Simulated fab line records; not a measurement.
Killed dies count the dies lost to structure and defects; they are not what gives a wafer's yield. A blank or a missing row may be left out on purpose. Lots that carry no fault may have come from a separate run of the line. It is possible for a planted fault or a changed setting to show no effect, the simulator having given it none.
Struck lot and sound lot, side by side | flow sky130 | 14 out of 708 route steps
Sound: wafers L275.1, L275.2, L275.4. Wafers struck: L274.1, L274.2, L274.3. Last of all comes the cause.
Per side, at each step with rows, come the tool, then ch with its chambers, and then its first start. Under that, the readings that differ: sound wafers | struck wafers | difference of the means | sigmas: that difference in standard deviations of wafers without a fault.
alike: words and numbers the same on both sides, and readings whose means are apart by under 2 such deviations; not compared: readings that were withheld, readings missing a value for some wafer, numbers with overlapping values and no deviation given by the record, and bounds like >300 which may hide the same value.
A row with sigmas, a row that says differs or no value, or rows on one side alone: a step with any of these is where the two part. Numbers that don't overlap but have no deviation are shown without sigmas and don't part them. A reading that every wafer of one side lacks parts them only if that side has two wafers or more.

first, 5 steps without rows for these wafers: SKY_SD_N_COAT_02 (resist thk 1140 nm); SKY_SD_N_SOFTBAKE_03 (time 60 s); SKY_SD_N_EXPOSE_04 (exposes mask NSDM, target cd 380 nm); SKY_SD_N_PEB_05; SKY_SD_N_DEVELOP_06 (develop time 60 s).
SKY_SD_N_CD_MEAS_07: target cd 380 nm.
  sound: cdSem-01 at day 32 03:29; struck: cdSem-02 at day 31 21:02
  alike: cdNm
SKY_SD_N_OVL_MEAS_08:
  sound: overlay-01 at day 32 03:37; struck: overlay-01 at day 31 21:10
  alike: SD_N_OVL
then, 2 steps without rows for these wafers: SKY_SD_N_IMPLANT_09; SKY_SD_N_IMPLANT_10.
SKY_SD_N_STRIP_11: strips in O2/N2.
  sound on plasmaAsher-02 ch 0,1, day 32 03:56; struck on plasmaAsher-01 ch 0,1, day 31 21:29
  alike: drypumpMotorCurrentA, oesProductAu, stripTimeToEndpointS
  not compared: rfHoursCounterH
SKY_SD_N_TW_MEAS_12:
  sound: filmMetro-03 at day 32 04:02; struck: filmMetro-03 at day 31 21:35
  alike: SD_N_TW
then, 1 step without rows for these wafers: SKY_SD_N_CLEAN_13 (cleans in SC1/SC2, time 150 s).
SKY_SD_N_RTA_14: time 2 s.
  sound on rtpAnneal-01 ch 0, day 32 04:09; struck on rtpAnneal-02 ch 0, day 31 21:42
reading       | sound                | struck               | difference | sigmas
rampDownCPerS | 90.005 89.987 90.006 | 36.007 35.991 36.011 | -53.996    | -99 or more
  alike: lampPowerPct, wafer_temp_C_max
-- here the record skips 17 days between the struck wafers' starts before and after, leaving off in module SD_N and picking up in module PAD_OPEN (first step shown: number 708 of the route) --
SKY_PAD_OPEN_PROBE_99:
  rows exist in the record for the struck wafers here (prober-02, day 48 16:49), but not for the sound ones

WHERE THEY PART
First at SKY_SD_N_RTA_14; last, within this record, at SKY_PAD_OPEN_PROBE_99.

WHY: the cause the simulator had injected
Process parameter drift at SKY_SD_N_RTA_14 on rtpAnneal-02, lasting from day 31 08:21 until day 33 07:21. Setting rampDownCPerS shifted by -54 from 90. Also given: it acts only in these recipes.
